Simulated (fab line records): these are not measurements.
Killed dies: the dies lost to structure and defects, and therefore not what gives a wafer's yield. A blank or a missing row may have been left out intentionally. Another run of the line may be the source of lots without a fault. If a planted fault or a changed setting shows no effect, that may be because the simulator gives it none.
Check for tools in common + flow gf180mcu + 13 lots, 38 wafers sampled

== REASON IT WAS OPENED ==
Of 13 lots, 1 have the reading POLY_GATE_CVD_00_THK flagged at GF_POLY_GATE_THK_MEAS_01. No-fault wafers: 198.7 nm, standard deviation 1.8.
Rule: a lot is flagged in two cases, either no wafer of it has a number, or all its wafers with numbers fall more than 4 standard deviations from that mean. The rest of the lots are taken to be sound.

| lot  | measured     | on           | POLY_GATE_CVD_00_THK (nm), wafer by wafer | flag    |
|------|--------------|--------------|-------------------------------------------|---------|
| L526 | day 8 17:53  | filmMetro-03 | 197.5 199.1 197.1                         |         |
| L527 | day 8 19:34  | filmMetro-04 | 200.4 201.6 201.3                         |         |
| L528 | day 9 07:53  | filmMetro-03 | 199.1 198.6 197.0                         |         |
| L529 | day 9 11:43  | filmMetro-03 | 202.1 198.9 198.3                         |         |
| L530 | day 9 21:59  | filmMetro-02 | 198.1 199.6 199.3                         |         |
| L531 | day 10 03:46 | filmMetro-02 | 197.4 199.2 197.2                         |         |
| L532 | day 10 10:47 | filmMetro-02 | 197.6 197.0                               |         |
| L533 | day 10 21:18 | filmMetro-03 | 194.4 195.5 197.3                         |         |
| L534 | day 11 03:20 | filmMetro-04 | 197.5 198.5 198.0                         |         |
| L541 | day 13 03:16 | filmMetro-02 | 289.9 251.0 211.1                         | FLAGGED |
| L543 | day 13 17:17 | filmMetro-04 | 202.2 201.0 202.7                         |         |
| L544 | day 14 01:01 | filmMetro-02 | 197.3 199.0 199.5                         |         |
| L548 | day 15 10:26 | filmMetro-02 | 196.1 197.2 195.6                         |         |
On average the flagged lots' numbers are 250.7 nm, which is +52.0 nm against the usual, or +29 standard deviations.

== WHICH TOOL EACH LOT WENT THROUGH ==
The record keeps 1 process step preceding the reading, out of 602 steps on the route. Each cell gives the tool, then ch followed by the chambers the sampled wafers passed through, then the start.
| lot  | flag    | GF_POLY_GATE_CVD_00         |
|------|---------|-----------------------------|
| L526 |         | lpcvd-02 ch 0, day 8 16:34  |
| L527 |         | lpcvd-02 ch 1, day 8 18:14  |
| L528 |         | lpcvd-02 ch 0, day 9 06:34  |
| L529 |         | lpcvd-01 ch 0, day 9 10:23  |
| L530 |         | lpcvd-02 ch 0, day 9 20:38  |
| L531 |         | lpcvd-02 ch 1, day 10 02:26 |
| L532 |         | lpcvd-01 ch 1, day 10 09:26 |
| L533 |         | lpcvd-02 ch 1, day 10 19:56 |
| L534 |         | lpcvd-01 ch 1, day 11 02:01 |
| L541 | FLAGGED | lpcvd-01 ch 0, day 13 01:56 |
| L543 |         | lpcvd-02 ch 1, day 13 15:58 |
| L544 |         | lpcvd-02 ch 1, day 13 23:41 |
| L548 |         | lpcvd-02 ch 1, day 15 09:07 |
These steps, and what they do:
- GF_POLY_GATE_CVD_00: deposits poly-Si, target thk 200 nm, time 1200 s.
- GF_POLY_GATE_THK_MEAS_01

== FLAGGED OVER TOTAL, TOOL BY TOOL (the gauges that took the reading come last) ==
| step                     | tool         | lots run | flagged | share of the flagged lots | sound lots run after its first flagged lot |
|--------------------------|--------------|----------|---------|---------------------------|--------------------------------------------|
| GF_POLY_GATE_CVD_00      | lpcvd-01     | 4        | 1       | all                       | 0                                          |
| GF_POLY_GATE_CVD_00      | lpcvd-02     | 9        | 0       | none                      | -                                          |
| GF_POLY_GATE_THK_MEAS_01 | filmMetro-02 | 6        | 1       | all                       | 2 (L544,L548)                              |
| GF_POLY_GATE_THK_MEAS_01 | filmMetro-03 | 4        | 0       | none                      | -                                          |
| GF_POLY_GATE_THK_MEAS_01 | filmMetro-04 | 3        | 0       | none                      | -                                          |

== THE TABLE: WHAT IT ALLOWS ==
In 2 table rows, all flagged lots were run: lpcvd-01 (GF_POLY_GATE_CVD_00), filmMetro-02 (GF_POLY_GATE_THK_MEAS_01).
- lpcvd-01 at GF_POLY_GATE_CVD_00 ran 4 lots, 1 of them flagged. A fault beginning between L534 (day 11 02:01), its last sound lot, and L541 (day 13 01:56), its first flagged one, fits the data. Its own readings lie more than 4 standard deviations out on every wafer of the flagged lots: spikeTcBottomC, spikeTcLowerC, zonePowerBottomPct, zonePowerCentrePct, zonePowerLowerPct.
- filmMetro-02 at GF_POLY_GATE_THK_MEAS_01 ran 6 lots, 1 of them flagged. Sound lots followed the first flagged one (L544, L548) on it, something a lasting fault affecting the whole tool could not allow.
What remains is a single tool, lpcvd-01 at GF_POLY_GATE_CVD_00.

== WHAT HAD BEEN PUT IN BY THE SIMULATOR ==
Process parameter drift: lpcvd-01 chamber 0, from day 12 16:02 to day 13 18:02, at GF_POLY_GATE_CVD_00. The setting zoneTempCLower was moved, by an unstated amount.
Struck lots among those shown: L541. This agrees with what the rule above found.
